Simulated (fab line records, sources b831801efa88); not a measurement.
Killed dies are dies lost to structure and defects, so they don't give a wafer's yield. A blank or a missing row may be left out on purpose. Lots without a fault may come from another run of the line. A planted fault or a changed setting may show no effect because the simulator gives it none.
fab line records | flow sky130
record lots=12 wafers=36 last_day=50
route steps=708 shown VIA4@657
lots that met no fault: from a run of the same line without faults
start_h: hours from the record's first day to the start of the lot's first wafer shown | wait_h: hours since the lot's step before | " the same as in the row above | L1.1+2: a row that stands for several wafers | - no value, or no start given | * or withheld: withheld | < > ~ a bound
route shown NAME@n: a module of which the file shows steps, and the number in the route of the first | usual: mean/standard deviation of fault-free wafers | same: alike in all rows | chamber/n: place in a boat | sites: the reading at each site | _std_site: their standard deviation | _edge_site: outer sites' mean less inner sites' | radius_mm: how far each site lies from the wafer's centre | mask NAME#n: copy n | behind: the tool/chamber that last shaped the wafer | hold: why the lot was held/for how many hours/how that ended | device: the transistor (n, p or np) that didn't switch | end of line: the same wafers' tests at the end of the route | a step without rows: its recipe alone | killed: dies lost to structure and defects at the first sort, not the wafer's yield | map: a wafer's dies, x killed, . not, _ none there
set.NAME: the setting as run; set.NAME@STEP: as run at that earlier step | model.NAME: the simulator's own value behind a step, which no gauge read
steps of the route over a sample of lots; a table a step, a row a wafer
services: from which hour (start_h, from the record's first day; less than 0 if before it) a tool's chamber was out of use, for how many hours, and why
## steps
# step SKY_VIA4_CVD_18
# recipe material=W target_thk_nm=505 time_s=152.14 temp_c=400 pressure_torr=40
# usual heater_power_w=931/70
# columns lot.wafer tool chamber start_h wait_h heater_power_w
L530.1 cvd_w-02 1 995.00 0.0 1032
L530.4 " 1 " " 1071
L530.6 " 0 " " 929
L531.1 cvd_w-01 0 1008.63 0.0 882
L531.3 " 0 " " 877
L531.4 " 1 " " 858
L532.2 cvd_w-02 1 1022.02 0.0 1039
L532.5 " 0 " " 925
L532.6 " 1 " " 1045
L534.1 cvd_w-01 1 1033.23 0.0 888
L534.3 " 1 " " 895
L534.5 " 1 " " 892
L536.1 cvd_w-01 0 1048.54 0.0 871
L536.2 " 1 " " 883
L536.5 " 0 " " 854
L537.2 cvd_w-01 1 1051.33 0.0 874
L537.4 " 0 " " 849
L537.5 " 1 " " 887
L539.3 cvd_w-02 1 1063.73 0.1 1057
L539.5 " 0 " " 906
L539.6 " 1 " " 1064
L541.1 cvd_w-02 0 1080.75 0.0 947
L541.3 " 1 " " 1048
L541.6 " 0 " " 913
L541.1 cvd_w-02 0 1081.07 0.3 919
L541.3 " 1 " " 1079
L541.6 " 0 " " 931
L547.1 cvd_w-02 0 1109.94 0.0 892
L547.3 " 0 " " 924
L547.6 " 1 " " 1069
L547.1 cvd_w-02 0 1110.33 0.3 929
L547.3 " 0 " " 937
L547.6 " 1 " " 1037
L550.3 cvd_w-01 0 1129.29 0.1 904
L550.5 " 0 " " 859
L550.6 " 1 " " 905
L550.3 cvd_w-01 0 1129.61 0.3 867
L550.5 " 0 " " 865
L550.6 " 1 " " 892
L552.1 cvd_w-01 1 1145.91 0.0 862
L552.2 " 0 " " 885
L552.4 " 0 " " 892
L553.1 cvd_w-01 1 1152.22 0.0 902
L553.2 " 0 " " 901
L553.4 " 0 " " 895
# step SKY_VIA4_RS_MEAS_19
# recipe thk_meas_gauge=four-point-probe reads=W_of_VIA4_CVD_18+TiN_of_VIA4_SPUTTER_17
# usual VIA4_W_RS=0.2275/0.0022
# columns lot.wafer tool chamber start_h wait_h VIA4_W_RS[ohm/sq]
L530.1 film_metro-04 - 995.19 0.1 0.2283
L530.4 " - " " 0.2313
L530.6 " - " " 0.2291
L531.1 film_metro-03 - 1008.78 0.1 0.2299
L531.3 " - " " 0.2311
L531.4 " - " " 0.2320
L532.2 film_metro-03 - 1022.20 0.1 0.2288
L532.5 " - " " 0.2232
L532.6 " - " " 0.2260
L534.1 film_metro-04 - 1033.38 0.1 0.2252
L534.3 " - " " 0.2267
L534.5 " - " " 0.2277
L536.1 film_metro-04 - 1048.69 0.1 0.2259
L536.2 " - " " 0.2291
L536.5 " - " " 0.2276
L537.2 film_metro-04 - 1051.50 0.1 0.2274
L537.4 " - " " 0.2248
L537.5 " - " " 0.2267
L539.3 film_metro-02 - 1063.87 0.1 0.2296
L539.5 " - " " 0.2267
L539.6 " - " " 0.2297
L541.1 film_metro-04 - 1081.26 0.1 0.1133
L541.3 " - " " 0.1144
L541.6 " - " " 0.1136
L547.1 film_metro-03 - 1110.51 0.1 0.1126
L547.3 " - " " 0.1122
L547.6 " - " " 0.1122
L550.3 film_metro-02 - 1129.75 0.1 0.1132
L550.5 " - " " 0.1132
L550.6 " - " " 0.1147
L552.1 film_metro-03 - 1146.06 0.1 0.2264
L552.2 " - " " 0.2254
L552.4 " - " " 0.2261
L553.1 film_metro-04 - 1152.38 0.1 0.2264
L553.2 " - " " 0.2260
L553.4 " - " " 0.2287
# step SKY_VIA4_THK_MEAS_20
# recipe thk_meas_gauge=xrf reads=W_of_VIA4_CVD_18
# usual VIA4_W_THK=500/5.1
# columns lot.wafer tool chamber start_h wait_h VIA4_W_THK[nm]
L530.1 film_metro-04 - 995.31 0.1 491
L530.4 " - " " 484
L530.6 " - " " 491
L531.1 film_metro-03 - 1008.90 0.1 499
L531.3 " - " " 494
L531.4 " - " " 489
L532.2 film_metro-03 - 1022.31 0.1 501
L532.5 " - " " 513
L532.6 " - " " 505
L534.1 film_metro-04 - 1033.50 0.1 503
L534.3 " - " " 503
L534.5 " - " " 495
L536.1 film_metro-04 - 1048.81 0.1 502
L536.2 " - " " 492
L536.5 " - " " 498
L537.2 film_metro-04 - 1051.61 0.1 500
L537.4 " - " " 504
L537.5 " - " " 499
L539.3 film_metro-02 - 1063.97 0.1 495
L539.5 " - " " 501
L539.6 " - " " 499
L541.1 film_metro-04 - 1081.39 0.1 988
L541.3 " - " " 995
L541.6 " - " " 979
L547.1 film_metro-03 - 1110.63 0.1 -
L547.3 " - " " -
L547.6 " - " " -
L550.3 film_metro-02 - 1129.96 0.2 -
L550.5 " - " " -
L550.6 " - " " 992
L552.1 film_metro-03 - 1146.18 0.1 499
L552.2 " - " " 501
L552.4 " - " " 499
L553.1 film_metro-04 - 1152.50 0.1 502
L553.2 " - " " 506
L553.4 " - " " 501
# step SKY_VIA4_CMP_21
# recipe stop_on=SiO2 t_overpolish_s=25 down_force_psi=3.5 platen_rpm=60 target_thk_nm=0 pad_velocity_m_s=0.94248
# usual motor_current_A=10.5/0.95 overpolish_run_s=25.000/0.01 platen_rpm=60.00/0.038 time_to_endpoint_s=119/4.8
# columns lot.wafer tool chamber start_h wait_h motor_current_A overpolish_run_s platen_rpm time_to_endpoint_s
L530.1 cmp-02 2 995.42 0.1 10.1 25.010 59.95 116
L530.4 " 3 " " 12.2 25.004 59.99 116
L530.6 " 1 " " 8.7 24.998 60.06 124
L531.4 cmp-02 0 1008.96 0.0 10.7 25.003 59.98 117
L531.3 " 2 " " 10.2 24.986 59.92 109
L531.1 " 3 " " 12.4 25.005 59.90 113
L532.2 cmp-01 0 1022.46 0.1 11.0 25.000 60.02 124
L532.5 " 2 " " 11.3 24.993 60.01 119
L532.6 " 3 " " 9.4 25.012 59.95 131
L534.3 cmp-01 1 1033.61 0.1 10.8 24.993 60.06 124
L534.1 " 3 " " 10.2 24.994 60.01 125
L534.5 " 1 " " 10.6 25.005 60.00 117
L536.2 cmp-01 3 1048.92 0.1 10.0 24.975 60.07 122
L536.1 " 0 " " 10.8 25.022 60.06 117
L536.5 " 3 " " 9.9 25.005 60.03 123
L537.4 cmp-01 2 1051.80 0.2 11.4 25.000 59.96 114
L537.2 " 0 " " 10.7 25.002 60.08 117
L537.5 " 3 " " 10.3 24.993 60.01 125
L539.3 cmp-02 0 1064.01 0.0 10.8 24.997 60.06 116
L539.6 " 0 " " 10.7 25.000 60.01 117
L539.5 " 1 " " 9.1 24.994 59.98 121
L541.3 cmp-02 2 1082.06 0.6 10.2 25.010 59.98 230
L541.1 " 3 " " 12.7 25.023 59.99 236
L541.6 " 0 " " 11.0 25.004 59.96 248
L547.3 cmp-02 1 1110.87 0.2 8.8 25.007 59.96 244
L547.1 " 3 " " 12.2 25.010 59.96 240
L547.6 " 1 " " 8.6 24.990 59.99 246
L550.3 cmp-02 2 1130.10 0.1 9.8 24.990 59.97 230
L550.5 " 0 " " 10.7 25.005 60.03 242
L550.6 " 1 " " 8.7 25.016 59.99 244
L552.1 cmp-01 3 1146.29 0.1 10.1 24.997 60.00 122
L552.4 " 0 " " 10.4 24.997 60.06 115
L552.2 " 1 " " 10.7 25.002 60.01 117
L553.1 cmp-01 2 1152.92 0.4 11.0 25.013 60.01 114
L553.2 " 3 " " 10.0 24.994 59.99 128
L553.4 " 0 " " 10.3 24.984 59.99 115
## services
# columns tool chamber start_h hours kind
cvd_w-01 1 983.77 3.8 repair
cvd_w-01 - 990.82 0.8 repair
cmp-02 - 993.98 0.6 repair
cmp-02 - 999.63 4.0 pm
cmp-01 - 1026.67 2.9 repair
cmp-02 - 1052.03 2.0 repair
cvd_w-01 - 1057.30 6.9 pm
cmp-01 - 1059.34 4.4 repair
cvd_w-02 1 1073.28 5.2 repair
cmp-01 - 1081.92 0.9 repair
cmp-02 - 1084.11 4.0 pm
cmp-02 - 1088.11 - consumable_replace:conditioner
cmp-02 - 1088.11 - consumable_replace:pad
cmp-01 - 1092.31 6.0 pm
cmp-01 - 1129.23 2.0 repair
cmp-02 - 1134.99 0.3 repair
## key
first_sign step=SKY_VIA4_CVD_18 reading=visit direction=added
effect step=SKY_VIA4_RS_MEAS_19 reading=VIA4_W_RS direction=down sigmas=52 usual=0.2275 struck=0.1133
effect step=SKY_VIA4_THK_MEAS_20 reading=VIA4_W_THK direction=missing
effect step=SKY_VIA4_CMP_21 reading=time_to_endpoint_s direction=up sigmas=25 usual=* struck=*
met_at SKY_VIA4_CVD_18
struck_lots L541,L547,L550
fault kind=repeated_step_whole tool=cvd_w-01,cvd_w-02 chamber=- onset_h=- steps=SKY_VIA4_CVD_18 times=1 scope=struck_lots_only
